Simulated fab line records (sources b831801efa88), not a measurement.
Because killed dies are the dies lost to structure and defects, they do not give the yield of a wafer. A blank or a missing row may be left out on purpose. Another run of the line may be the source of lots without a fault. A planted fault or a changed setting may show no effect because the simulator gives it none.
The tool behind it: which one?	flow gf180mcu	33 wafers from 11 lots sampled at 6 of the route's 602 steps

WHAT THE GAUGES SHOWED, per wafer
GF_VT_IMPLANT_TW_MEAS_32.
lot	measured	on	VT_IMPLANT_3_TW
L550	day 7 10:29	film metro-04	273.4 269.8 271.8
L552	day 7 22:08	film metro-03	271.6 272.7 272.5
L553	day 8 07:10	film metro-01	267.0 266.8 265.9
L555	day 8 17:45	film metro-03	274.6 273.7 275.3
L556	day 9 02:44	film metro-01	29.9 30.0 29.9
L557	day 9 08:43	film metro-04	30.2 30.3 30.2
L565	day 11 11:15	film metro-01	268.1 268.5 269.0
L566	day 11 14:53	film metro-01	269.4 268.7 269.5
L568	day 12 12:02	film metro-03	271.1 267.3 269.4
L570	day 12 20:52	film metro-01	267.9 268.3 268.0
L571	day 13 04:22	film metro-03	270.3 272.4 272.4

GF_VT_IMPLANT_OVL_MEAS_40.
lot	measured	on	VT_IMPLANT_03_OVL (nm)
L550	day 8 02:26	overlay-01	-0.3 -3.6 -2.1
L552	day 8 14:48	overlay-02	-3.6 -1.1 -0.9
L553	day 8 23:50	overlay-02	-2.3 -0.8 -0.7
L555	day 9 11:02	overlay-01	1.2 0.5 0.9
L556	day 9 19:59	overlay-01	-1.4 -0.4 -1.5
L557	day 10 02:20	overlay-01	1.6 1.1 -0.4
L565	day 12 05:58	overlay-02	-0.8 -2.0 -0.3
L566	day 12 10:37	overlay-02	-2.1 -0.2 -2.6
L568	day 13 07:44	overlay-01	-0.5 0.3 1.6
L570	day 13 16:23	overlay-02	-0.2 -0.6 0.3
L571	day 13 23:12	overlay-01	-1.5 0.4 -1.2

GF_HV_LDD_OVL_MEAS_20.
lot	measured	on	HV_LDD_01_OVL (nm)
L550	day 11 10:26	overlay-02	0.8 -1.3 -1.0
L552	day 11 23:53	overlay-02	0.2 -1.4 -1.4
L553	day 12 08:56	overlay-02	-0.4 -1.0 0.7
L555	day 12 21:48	overlay-02	-0.9 -2.1 -0.6
L565	day 16 05:23	overlay-02	-3.6 -2.7 -1.8
L566	day 16 09:26	overlay-02	-0.4 -1.1 -1.5
L568	day 17 08:47	overlay-01	-1.1 -1.1 0.0
L570	day 17 15:05	overlay-01	-2.3 -2.4 -2.4
L571	day 18 03:40	overlay-01	-1.0 -3.6 -1.7

EACH LOT AND THE TOOL THAT RAN IT (in order: tool; ch and the chambers of the sampled wafers; start)
lot	GF_MVSD_STRIP_10	GF_VT_IMPLANT_STRIP_20	GF_VT_IMPLANT_STRIP_31
L550	plasma asher-01 ch 1, day 4 22:45	plasma asher-03 ch 0,1, day 6 18:49	plasma asher-03 ch 0,1, day 7 10:23
L552	plasma asher-03 ch 0,1, day 5 09:22	plasma asher-02 ch 0,1, day 7 06:02	plasma asher-03 ch 0,1, day 7 22:02
L553	plasma asher-01 ch 1, day 5 16:45	plasma asher-03 ch 0,1, day 7 15:10	plasma asher-04 ch 0,1, day 8 07:04
L555	plasma asher-04 ch 0,1, day 6 03:04	plasma asher-04 ch 0,1, day 8 00:59	plasma asher-04 ch 0,1, day 8 17:40
L556	plasma asher-04 ch 0,1, day 6 09:34	plasma asher-02 ch 0,1, day 8 09:19	plasma asher-04 ch 0,1, day 9 02:38
L557	plasma asher-03 ch 0, day 6 15:49	plasma asher-02 ch 0,1, day 8 15:37	plasma asher-04 ch 0,1, day 9 08:37
L565	plasma asher-01 ch 0,1, day 8 11:51	plasma asher-04 ch 0,1, day 10 17:06	plasma asher-02 ch 0,1, day 11 11:09
L566	plasma asher-01 ch 0,1, day 8 15:06	plasma asher-02 ch 0,1, day 10 19:49	plasma asher-03 ch 0,1, day 11 14:47
L568	plasma asher-04 ch 0,1, day 9 09:48	plasma asher-02 ch 0, day 11 16:34	plasma asher-04 ch 0,1, day 12 11:55
L570	plasma asher-04 ch 0,1, day 9 17:37	plasma asher-04 ch 0,1, day 12 00:52	plasma asher-04 ch 0, day 12 20:46
L571	plasma asher-01 ch 0,1, day 9 23:52	plasma asher-02 ch 0,1, day 12 08:22	plasma asher-04 ch 0,1, day 13 04:16
- GF_MVSD_STRIP_10: strips in O2/N2.
- GF_VT_IMPLANT_STRIP_20: strips in O2/N2.
- GF_VT_IMPLANT_STRIP_31: strips in O2/N2.

WHAT THE TOOLS THEMSELVES READ (means of the sampled wafers that have a number; where no wafer has one, the mark that the record gives instead)
GF_MVSD_STRIP_10.
lot	tool	chamber pressure mTorr (mTorr)	drypump motor current A (A)	heater power w (W)	oes product au (a.u.)	platen temp c (C)	strip time to endpoint s (s)
L550	plasma asher-01	1500.2	4.9	296	0.721	250.02	37.14
L552	plasma asher-03	1500.5	6.3	370	0.729	250.10	37.14
L553	plasma asher-01	1500.7	4.9	298	0.719	249.86	36.94
L555	plasma asher-04	1498.9	6.1	299	0.726	249.97	37.07
L556	plasma asher-04	1500.6	5.8	290	0.721	249.96	37.09
L557	plasma asher-03	1499.9	6.0	445	0.721	249.98	37.04
L565	plasma asher-01	1498.8	5.3	286	0.723	250.05	36.91
L566	plasma asher-01	1498.1	5.4	278	0.723	250.00	37.07
L568	plasma asher-04	1501.2	6.1	297	0.721	250.20	37.02
L570	plasma asher-04	1499.8	5.8	290	0.725	249.83	36.99
L571	plasma asher-01	1500.8	5.1	287	0.721	250.08	37.09

GF_VT_IMPLANT_STRIP_20.
lot	tool	chamber pressure mTorr (mTorr)	drypump motor current A (A)	heater power w (W)	oes product au (a.u.)	platen temp c (C)	strip time to endpoint s (s)
L550	plasma asher-03	1498	6.3	373	0.720	250.15	12.66
L552	plasma asher-02	1500	5.8	301	0.714	250.03	12.63
L553	plasma asher-03	1500	6.2	414	0.716	249.82	12.61
L555	plasma asher-04	1502	6.1	296	0.715	250.05	12.61
L556	plasma asher-02	-	-	-	-	-	-
L557	plasma asher-02	-	-	-	-	-	-
L565	plasma asher-04	1499	6.1	296	0.718	250.11	12.61
L566	plasma asher-02	1499	6.0	307	0.716	249.88	12.66
L568	plasma asher-02	1501	6.3	312	0.721	249.72	12.60
L570	plasma asher-04	1500	5.8	287	0.714	250.09	12.68
L571	plasma asher-02	1500	5.7	301	0.717	249.79	12.65

GF_VT_IMPLANT_STRIP_31.
lot	tool	chamber pressure mTorr (mTorr)	drypump motor current A (A)	heater power w (W)	oes product au (a.u.)	platen temp c (C)	strip time to endpoint s (s)
L550	plasma asher-03	1499.6	6.3	370	0.713	249.87	12.64
L552	plasma asher-03	1500.6	6.3	373	0.718	249.90	12.58
L553	plasma asher-04	1500.5	6.1	292	0.714	250.09	12.64
L555	plasma asher-04	1498.4	5.8	292	0.720	250.03	12.62
L556	plasma asher-04	1499.1	5.8	294	0.721	250.06	27.69
L557	plasma asher-04	1500.1	5.7	293	0.719	250.05	27.64
L565	plasma asher-02	1499.9	6.0	312	0.718	250.24	12.66
L566	plasma asher-03	1499.5	6.1	414	0.714	250.11	12.62
L568	plasma asher-04	1500.5	6.1	292	0.714	249.96	12.66
L570	plasma asher-04	1500.3	6.5	296	0.714	250.15	12.60
L571	plasma asher-04	1500.2	5.8	294	0.716	249.90	12.62

THE ANSWER, worked out from the rows above alone
Rule: the lots themselves supply what counts as usual. Put in order of their means at a reading, lots are off if they are a third of the lots or fewer, leave a main group of 4 or more, and stand apart from it by a gap of 3 or more times the standard deviation of the main group's means; of several such gaps the widest counts. If all means in a main group match to the digits the tables above print for the reading, that group is not used. A lot without any number at a reading at which 4 lots or more have one is off too. Where the step has rows for the other lots, those lots are counted as sound. After the gauges, taken in route order, come the tools' own readings; for these a lot's mean is taken, as printed above. The first step at which some lot is off is used, and at that step the reading that is off furthest; a lot without a number counts as furthest.
Off: L556, L557, seen at GF_VT_IMPLANT_TW_MEAS_32 (VT_IMPLANT_3_TW). Main group: mean 270.2, sd 2.4.
A tool fits if, at a process step before that reading, it ran every lot that is off, and no sound lot after the first of them. Not tried: the gauges at GF_VT_IMPLANT_TW_MEAS_32; whatever is off there is also off at GF_VT_IMPLANT_STRIP_20, on other tools, and gauge error can't account for it. No candidate that was tried fits.

WHAT THE SIMULATOR HAD PUT IN
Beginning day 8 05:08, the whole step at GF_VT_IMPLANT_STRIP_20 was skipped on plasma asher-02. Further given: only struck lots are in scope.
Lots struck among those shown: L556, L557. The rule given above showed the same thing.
